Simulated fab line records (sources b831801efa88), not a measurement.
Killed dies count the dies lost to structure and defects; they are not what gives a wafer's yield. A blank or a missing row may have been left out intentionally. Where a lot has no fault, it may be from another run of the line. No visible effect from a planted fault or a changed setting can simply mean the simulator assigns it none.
Comparing a struck lot with a sound one | flow sky130 | 43 steps out of a route of 708
Sound: these wafers, L371.1, L371.5, L371.6. Struck: wafers L361.2, L361.6. (L361.4 of the same lot was not struck and is left out.) The cause comes at the end.
At each step with rows: each side's tool, then ch and its chambers, then its first start. Under that, the readings that differ: sound wafers | struck wafers | difference of the means | sigmas: that difference in standard deviations of wafers without a fault.
alike: same words and numbers on both sides, and readings whose means sit less than 2 such deviations apart. not compared: any withheld reading, any reading some wafer has no value for, any bound like >300 that may hide the same value, and any number with overlapping values for which the record gives no deviation.
Wherever a step has rows on one side only, a row that says differs or no value, or a row with sigmas, the two part there. Non-overlapping numbers with no deviation appear without sigmas and do not part them. A reading missing from all wafers of one side parts the sides only when that side holds two or more wafers.

first, 1 step without rows for these wafers: SKY_METAL5_SPUTTER_04 (material TiN, target thk 70 nm, time 58.3 s).
SKY_METAL5_RS_MEAS_05: measures by four-point-probe.
  sound: filmMetro-02 at day 48 08:52; struck: filmMetro-04 at day 45 20:54
reading                 | sound                   | struck          | difference | sigmas
METAL5_ALCU_RS (ohm/sq) | 0.02777 0.02745 0.02776 | 0.02721 0.02692 | -0.00060   | -2
SKY_METAL5_THK_MEAS_06: measures by xrf.
  sound: filmMetro-02 at day 48 08:59; struck: filmMetro-04 at day 45 21:01
  alike: METAL5_ALCU_THK
then, 7 steps without rows for these wafers: SKY_METAL5_DEHYDRATE_07 (time 60 s); SKY_METAL5_HMDS_08 (prime time 60 s); SKY_METAL5_COAT_09 (resist thk 1800 nm); SKY_METAL5_SOFTBAKE_10 (time 60 s); SKY_METAL5_EXPOSE_11 (exposes mask MM5, target cd 1600 nm); SKY_METAL5_PEB_12; SKY_METAL5_DEVELOP_13 (develop time 60 s).
SKY_METAL5_DESCUM_14: chemistry O2, time 11 s.
  sound on rieMetal-01 ch 0,1, day 49 02:21; struck on rieMetal-04 ch 0,1, day 46 17:48
  alike: drypumpMotorCurrentA, oesProductAu
  not compared: rfHoursCounterH
then, 1 step without rows for these wafers: SKY_METAL5_METAL_ETCH_15 (etches the open film in Cl2/BCl3, stops on SiO2, target depth 1260 nm, time 252 s).
SKY_METAL5_STRIP_16: strips in O2/N2.
  sound on plasmaAsher-02 ch 0,1, day 49 02:37; struck on plasmaAsher-01 ch 1, day 46 18:04
  alike: drypumpMotorCurrentA, oesProductAu, stripTimeToEndpointS
  not compared: rfHoursCounterH
then, 3 steps without rows for these wafers: SKY_METAL5_STRIP_17 (strips in post etch residue remover, time 1200 s); SKY_METAL5_CLEAN_18 (cleans in IPA, time 180 s); SKY_METAL5_CLEAN_19 (cleans in O3/DIW).
SKY_PASSIVATION_CVD_00: deposits SiO2, target thk 90 nm.
  sound on pecvd-03 ch 1,2, day 49 03:15; struck on pecvd-04 ch 1,2, day 46 18:40
  alike: heaterPowerW
SKY_PASSIVATION_THK_MEAS_01:
  sound: filmMetro-01 at day 49 03:16; struck: filmMetro-03 at day 46 18:42
reading                     | sound          | struck    | difference | sigmas
PASSIVATION_CVD_00_THK (nm) | 92.0 93.2 91.2 | 89.0 90.0 | -2.6       | -2
SKY_PASSIVATION_CVD_02: deposits Si3N4, target thk 540 nm.
  sound on pecvd-04 ch 0,1,2, day 49 03:20; struck on pecvd-02 ch 0,2, day 46 18:45
  alike: heaterPowerW
SKY_PASSIVATION_THK_MEAS_03:
  sound: filmMetro-03 at day 49 03:34; struck: filmMetro-04 at day 46 18:59
  alike: PASSIVATION_CVD_02_THK
then, 16 steps without rows for these wafers: SKY_PASSIVATION_DEHYDRATE_04 (time 60 s); SKY_PASSIVATION_HMDS_05 (prime time 60 s); SKY_PASSIVATION_COAT_06 (resist thk 3000 nm); SKY_PASSIVATION_SOFTBAKE_07; SKY_PASSIVATION_EXPOSE_08 (exposes mask NSM, target cd 3000 nm); SKY_PASSIVATION_PEB_09; SKY_PASSIVATION_DEVELOP_10 (develop time 60 s); SKY_PASSIVATION_ETCH_11 (etches the open film in CF4/O2, stops on AlCu, target depth 725 nm, time 161.1 s); SKY_PASSIVATION_STRIP_12 (strips in O2/N2); SKY_PAD_OPEN_DEHYDRATE_00 (time 60 s); SKY_PAD_OPEN_HMDS_01 (prime time 60 s); SKY_PAD_OPEN_COAT_02 (resist thk 3000 nm); SKY_PAD_OPEN_SOFTBAKE_03; SKY_PAD_OPEN_EXPOSE_04 (exposes mask PDM, target cd 60000 nm); SKY_PAD_OPEN_PEB_05; SKY_PAD_OPEN_DEVELOP_06 (develop time 60 s).
SKY_PAD_OPEN_ETCH_07: etches the open film in CF4/O2, stops on AlCu, target depth 725 nm, time 161.1 s.
  sound on rieDiel-04 ch 0,1, day 50 13:41; struck on rieDiel-01 ch 2,3, day 48 10:48
  alike: drypumpMotorCurrentA, oesProductAu, throttleValvePct
  not compared: rfHoursCounterH
SKY_PAD_OPEN_STRIP_08: strips in O2/N2.
  sound on plasmaAsher-01 ch 0,1, day 50 13:47; struck on plasmaAsher-01 ch 0,1, day 48 10:55
  alike: drypumpMotorCurrentA, oesProductAu
  not compared: rfHoursCounterH
then, 4 steps without rows for these wafers: SKY_PAD_OPEN_STRIP_09 (strips in post etch residue remover, time 1200 s); SKY_PAD_OPEN_CLEAN_10 (cleans in IPA, time 180 s); SKY_PAD_OPEN_CLEAN_11 (cleans in O3/DIW); SKY_PAD_OPEN_ANNEAL_12.
SKY_PAD_OPEN_PROBE_99:
  sound: prober-01 at day 50 16:05; struck: prober-02 at day 48 13:10
reading                               | sound               | struck      | difference | sigmas
defectLimitedYield (%)                | 79.7 80.7 81.3      | 77.8 74.6   | -4.4       | -2
killed_at_M4_up                       | 4 1 1               | 46 46       | +44        | +26
killedDies                            | 100 95 92           | 109 125     | +21        | +2
killedOpen                            | 52 58 52            | 32 43       | -16        | -2
sort_bin_3_pad_short (%)              | 0.4 0.8 0.4         | 2.2 2.6     | +1.9       | +5
sortNPass                             | 392 397 400         | 383 367     | -21        | -2
sortYieldPct (%)                      | 79.7 80.7 81.3      | 77.8 74.6   | -4.4       | -2
model.etest.tester.sortNPass          | 392 397 400         | 383 367     | -21        | 
model.etest.tester.sortYieldPct (%)   | 79.67 80.69 81.3    | 77.85 74.59 | -4.33      | 
model.etest.tester.sort_bin_5_pct (%) | 10.98 11.38 11.18   | 13.62 14.23 | +2.75      | 
model.etest.tester.sort_bin_3_pct (%) | 0.4065 0.813 0.4065 | 2.236 2.642 | +1.897     | 
  alike: killed_at_M0_to_M3, killedAtContacts, killedAtFrontEnd, killedAtOther, killedShort, sort_bin_5_function, sort_bin_6_memory

## WHERE THEY PART
Earliest at SKY_METAL5_RS_MEAS_05; latest, in this record, at SKY_PAD_OPEN_PROBE_99.

WHY: whatever the simulator had introduced
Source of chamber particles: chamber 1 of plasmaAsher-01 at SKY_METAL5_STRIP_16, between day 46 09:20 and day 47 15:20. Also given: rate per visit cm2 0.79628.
